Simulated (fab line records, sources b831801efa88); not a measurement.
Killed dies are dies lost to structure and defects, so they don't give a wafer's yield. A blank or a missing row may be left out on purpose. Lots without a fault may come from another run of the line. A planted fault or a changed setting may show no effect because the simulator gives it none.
A struck lot beside a sound one | flow sky130 | 16 steps out of a route of 708
Sound: wafers L441.1, L441.4, L441.5. Struck: wafers L436.1, L436.2, L436.5. The cause comes at the end.
At each step with rows: each side's tool, then ch and its chambers, then its first start. Under that, the readings that differ: sound wafers | struck wafers | difference of the means | sigmas: that difference in standard deviations of wafers without a fault.
alike: readings whose means differ by less than 2 such deviations, and words and numbers that are the same on both sides. not compared: withheld readings, readings that some wafer has no value for, bounds like >300 that may hide the same value, and numbers for which the record gives no deviation and whose values overlap.
The two part at a step that has a row with sigmas, a row that says differs or no value, or rows on one side only. Numbers that don't overlap but have no deviation are shown without sigmas and don't part them. A reading that every wafer of one side lacks parts them only if that side has two wafers or more.

SKY_CAP2M_THK_MEAS_01:
  sound on film_metro-01, day 43 12:38; struck on film_metro-01, day 42 01:37
  reading               | sound             | struck            | difference | sigmas
  CAP2M_CVD_00_THK (nm) | 15.63 15.80 15.85 | 15.28 15.34 15.23 | -0.48      | -2
SKY_CAP2M_SPUTTER_02: material TiN, target thk 200 nm, time 166.7 s.
  sound on pvd_sputter-03, day 43 12:41; struck on pvd_sputter-03, day 42 01:40
  alike: throttle_valve_pct
SKY_CAP2M_RS_MEAS_03: measures by four-point-probe.
  sound on film_metro-02, day 43 12:48; struck on film_metro-02, day 42 01:47
  alike: CAP2M_TIN_RS
SKY_CAP2M_THK_MEAS_04: measures by xrf.
  sound on film_metro-02, day 43 12:55; struck on film_metro-02, day 42 01:54
  alike: CAP2M_TIN_THK
then, 7 steps without rows for these wafers: SKY_CAP2M_DEHYDRATE_05 (time 60 s); SKY_CAP2M_HMDS_06 (prime time 60 s); SKY_CAP2M_COAT_07 (resist thk 1140 nm); SKY_CAP2M_SOFTBAKE_08 (time 60 s); SKY_CAP2M_EXPOSE_09 (exposes mask CAP2M, target cd 1000 nm); SKY_CAP2M_PEB_10; SKY_CAP2M_DEVELOP_11 (develop time 60 s).
SKY_CAP2M_OVL_MEAS_12:
  sound on overlay-02, day 44 11:11; struck on overlay-02, day 43 01:08
  alike: CAP2M_OVL
SKY_CAP2M_METAL_ETCH_13: etches TiN in Cl2/BCl3, stops on SiO2, target depth 220 nm, time 62.9 s.
  sound on rie_metal-03 ch 0,1, day 44 11:13; struck on rie_metal-04 ch 0,1, day 43 01:10
  no value came back on the struck wafers for any of 5 readings (bcl3_flow_sccm (sccm), bias_w (W) and others); on the sound wafers bcl3_flow_sccm (sccm) reads 30.07 29.98 29.84
  reading                                    | sound             | struck         | difference | sigmas
  model.NOVOLAK_of_CAP2M_COAT_07.thk_nm (nm) | 997.2 993.8 989.4 | 1142 1139 1142 | +148       |
  not compared: rf_hours_counter_h
SKY_CAP2M_STRIP_14: strips in O2/N2.
  sound on plasma_asher-04 ch 0,1, day 44 11:18; struck on plasma_asher-02 ch 0,1, day 43 01:14
  reading                      | sound             | struck            | difference | sigmas
  strip_time_to_endpoint_s (s) | 12.71 12.66 12.60 | 14.21 14.17 14.18 | +1.53      | +32
  alike: drypump_motor_current_A, oes_product_au
  not compared: rf_hours_counter_h
then, 1 step without rows for these wafers: SKY_CAP2M_STRIP_15 (strips in post etch residue remover, time 1200 s).
-- the record jumps here: 5 days lie between the struck wafers' starts before and after (it left off in module CAP2M and takes up again in module PAD_OPEN, whose first step shown is number 708 of the route) --
SKY_PAD_OPEN_PROBE_99:
  sound on prober-02, day 49 04:07; struck on prober-02, day 47 23:04
  reading                  | sound          | struck         | difference | sigmas
  defect_limited_yield (%) | 82.7 83.7 82.1 | 0 0 0          | -83        | -46
  killed_at_other          | 1 0 1          | 417 418 411    | +415       | +99 or more
  killed_dies              | 85 80 88       | 492 492 492    | +408       | +45
  killed_on_rim            | 19 10 18       | 96 96 96       | +80        | +24
  sort_bin_5_function (%)  | 9.8 10.2 10.2  | 92.9 93.7 93.7 | +83.4      | +64
  sort_n_pass              | 407 412 404    | 0 0 0          | -408       | -45
  sort_yield_pct (%)       | 82.7 83.7 82.1 | 0 0 0          | -83        | -46
  alike: killed_at_M0_to_M3, killed_at_M4_up, killed_at_contacts, killed_at_front_end, killed_open, killed_short, sort_bin_3_pad_short, sort_bin_6_memory

WHERE THEY PART
First at SKY_CAP2M_THK_MEAS_01; last, within this record, at SKY_PAD_OPEN_PROBE_99.

WHY: what the simulator had put in
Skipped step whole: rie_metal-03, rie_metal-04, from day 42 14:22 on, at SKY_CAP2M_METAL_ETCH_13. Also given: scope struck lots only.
